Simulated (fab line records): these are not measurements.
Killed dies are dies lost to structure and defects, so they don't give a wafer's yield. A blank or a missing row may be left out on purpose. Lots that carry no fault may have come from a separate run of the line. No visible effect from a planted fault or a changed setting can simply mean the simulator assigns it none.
Lot-split experiment | flow sfq-line | 23 wafers read across 5 lots, on a route 325 steps long

## ABOUT THE SPLIT
At SFQ_TRILAYER_I4_VIA_BARC_OPEN_VIA_ETCH_146 (etches BARC in O2, target depth 125 nm, time 41.7 s), the setting source-w was moved away from the recipe's 500 W on 5 of the 23 wafers read, by -11.4% to +9.0%. For the rest of the wafers, this setting stayed at what the recipe calls for.

The file shows no step between the split and the reading.

## THE READING
KrF_of_TRILAYER_I4_VIA_LITHO_COAT_103.thk-nm (the simulator's own value, which no gauge read), in nm, at SFQ_TRILAYER_I4_VIA_ETCH_VIA_ETCH_106 (etches SiO2 in CHF3, stops on Nb, target depth 260 nm). The file gives no usual value for it. The 18 wafers here that ran the recipe average 529.0 nm, standard deviation 2.8 nm.

wafer  | tool, chamber at the split | source-w as run, W | against the recipe | KrF_of_TRILAYER_I4_VIA_LITHO_COAT_103.thk-nm, nm | against lot-mates on the recipe
L075.1 | rie-diel-04, 3             | 544.8              | +9.0%              | 522.3                                            | -3.9
L075.3 | rie-diel-04, 2             | 500                | recipe             | 525.6                                            | -
L075.4 | rie-diel-04, 3             | 500                | recipe             | 523.4                                            | -
L075.5 | rie-diel-04, 2             | 544.8              | +9.0%              | 519.5                                            | -6.7
L075.6 | rie-diel-04, 0             | 500                | recipe             | 529.6                                            | -
L077.1 | rie-diel-04, 0             | 500                | recipe             | 529.8                                            | -
L077.4 | rie-diel-04, 1             | 500                | recipe             | 530.2                                            | -
L077.6 | rie-diel-04, 3             | 500                | recipe             | 528.2                                            | -
L080.1 | rie-diel-03, 3             | 500                | recipe             | 525.5                                            | -
L080.2 | rie-diel-03, 1             | 500                | recipe             | 524.3                                            | -
L080.4 | rie-diel-03, 2             | 442.8              | -11.4%             | 535.8                                            | +10.9
L080.5 | rie-diel-03, 3             | 442.8              | -11.4%             | 532.3                                            | +7.4
L080.6 | rie-diel-03, 1             | 442.8              | -11.4%             | 533.9                                            | +9.0
L081.2 | rie-diel-04, 0             | 500                | recipe             | 532.6                                            | -
L081.3 | rie-diel-04, 2             | 500                | recipe             | 531.8                                            | -
L081.4 | rie-diel-04, 3             | 500                | recipe             | 532.2                                            | -
L081.5 | rie-diel-04, 3             | 500                | recipe             | 532                                              | -
L081.6 | rie-diel-04, 0             | 500                | recipe             | 531.7                                            | -
L083.1 | rie-diel-01, 3             | 500                | recipe             | 528.2                                            | -
L083.2 | rie-diel-01, 1             | 500                | recipe             | 529.7                                            | -
L083.3 | rie-diel-01, 0             | 500                | recipe             | 526.7                                            | -
L083.4 | rie-diel-01, 2             | 500                | recipe             | 530.7                                            | -
L083.6 | rie-diel-01, 1             | 500                | recipe             | 530.1                                            | -

THE FIT
A straight line over all 23 wafers: KrF_of_TRILAYER_I4_VIA_LITHO_COAT_103.thk-nm changes by -0.586 nm for each +1% of source-w; r = -0.72; the points scatter about the line by 2.8 nm.
The same after taking each lot's own level away (the mean of its wafers on the recipe; 23 wafers): -0.73 nm for each +1%; r = -0.93; scatter 1.5 nm.
Per that fit: largest source-w move, reading shift of 8.4 nm.
The span of the lots' own levels, 524.90 to 532.06 nm, comes to 2.6 times the standard deviation stated above.
So the lot-to-lot level blurs the effect unless lot-mates are compared.
Check: with one of the wafers moved furthest among these (-11.4%) left out of the fit, the line predicts +7.75 nm for it against its lot-mates. It came out at +10.9 nm against them.

## THE OTHER SPLITS THESE WAFERS WENT THROUGH
Other splits were also applied to these wafers ahead of the reading. Each is held against what the fit with the lots' levels taken away leaves over:
other split on the same wafers                    | wafers away from the commonest value | r with KrF_of_TRILAYER_I4_VIA_LITHO_COAT_103.thk-nm (lot level and that fit taken away)
SFQ_TRILAYER_I3_VIA_BARC_OPEN_VIA_ETCH_121 time-s | 9                                    | +0.38
SFQ_TRILAYER_M4_DEP_SPUTTER_091 time-s            | 6                                    | +0.25
SFQ_TRILAYER_M4_LITHO_PEB_096 peb-time-s          | 11                                   | +0.18
SFQ_TRILAYER_I4_VIA_LITHO_PEB_106 peb-time-s      | 9                                    | -0.24

## THE WHOLE CHAIN: every reading that the file lists as answering this split, in the file's order
step                                       | what it does                                          | reading                                                                                       | change (the file's fit)               | r (the file's)
SFQ_TRILAYER_I4_VIA_BARC_OPEN_VIA_ETCH_146 | etches BARC in O2, target depth 125 nm, time 41.7 s   | KrF_of_TRILAYER_I4_VIA_LITHO_COAT_103.thk-nm (the simulator's own value, which no gauge read) | -0.658 nm for each +1% of the setting | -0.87
SFQ_TRILAYER_I4_VIA_ETCH_VIA_ETCH_106      | etches SiO2 in CHF3, stops on Nb, target depth 260 nm | KrF_of_TRILAYER_I4_VIA_LITHO_COAT_103.thk-nm (the simulator's own value, which no gauge read) | -0.715 nm for each +1% of the setting | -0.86

## FILE'S OWN FIT
KrF_of_TRILAYER_I4_VIA_LITHO_COAT_103.thk-nm changes by -0.715 nm for each +1% of source-w, r = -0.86.
